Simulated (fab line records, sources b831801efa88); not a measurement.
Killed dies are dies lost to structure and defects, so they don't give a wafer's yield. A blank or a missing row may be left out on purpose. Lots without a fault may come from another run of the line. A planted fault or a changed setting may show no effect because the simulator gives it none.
Chamber matching | flow gf180mcu | GF_SAB_ETCH_11 on rie_diel-01: 4 sister chambers
The step etches SiO2 in C4F8/O2/Ar, target depth 55 nm, time 8.5 s. 8 wafers are shown with their chamber, then 7 later ones without.

WAFERS WITH THEIR CHAMBER
wafer  | chamber | oes_product_au (a.u.) | bias_w (W)
L607.1 | 3       | 0.997                 | 1195
L612.2 | 0       | 1.006                 | 1196
L612.4 | 1       | 0.984                 | 1200
L615.1 | 2       | 0.991                 | 1198
L615.3 | 3       | 0.999                 | 1199
L615.6 | 2       | 0.986                 | 1200
L616.1 | 0       | 1.003                 | 1198
L616.3 | 1       | 0.994                 | 1204

WAFERS WITHOUT THEIR CHAMBER
wafer  | oes_product_au (a.u.) | bias_w (W)
L616.5 | 0.994                 | 1198
L617.1 | 0.975                 | 1203
L617.2 | 0.984                 | 1196
L617.6 | 0.987                 | 1202
L620.1 | 0.982                 | 1194
L620.2 | 1.010                 | 1193
L620.5 | 0.985                 | 1206

WHICH CHAMBER EACH WENT THROUGH
wafer  | from the rows above               | in truth
L616.5 | can't be placed: 3 or 2 or 1 or 0 | 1
L617.1 | can't be placed: 1 or 2           | 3
L617.2 | can't be placed: 2 or 1 or 3      | 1
L617.6 | can't be placed: 1 or 2           | 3
L620.1 | can't be placed: 2 or 1 or 3      | 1
L620.2 | can't be placed: 0 or 3           | 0
L620.5 | can't be placed: 1 or 2           | 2
Placed correctly: 0 of 7. Can't be placed from these rows: 7 (the true chamber is among the candidates in 5). Placed wrongly: 0.
How it was worked out, from the rows above alone: a wafer's distance from a chamber is the root of the sum, over the readings, of the square of ((its reading less the chamber's mean) divided by the reading's scatter). The wafer belongs to the nearest chamber; if the next one is less than 2 further off, it can't be placed. A chamber's mean is the mean of its shown wafers. The scatter: the root of (the sum of the squares of (reading less its chamber's mean) over the shown wafers, divided by (wafers less chambers)).
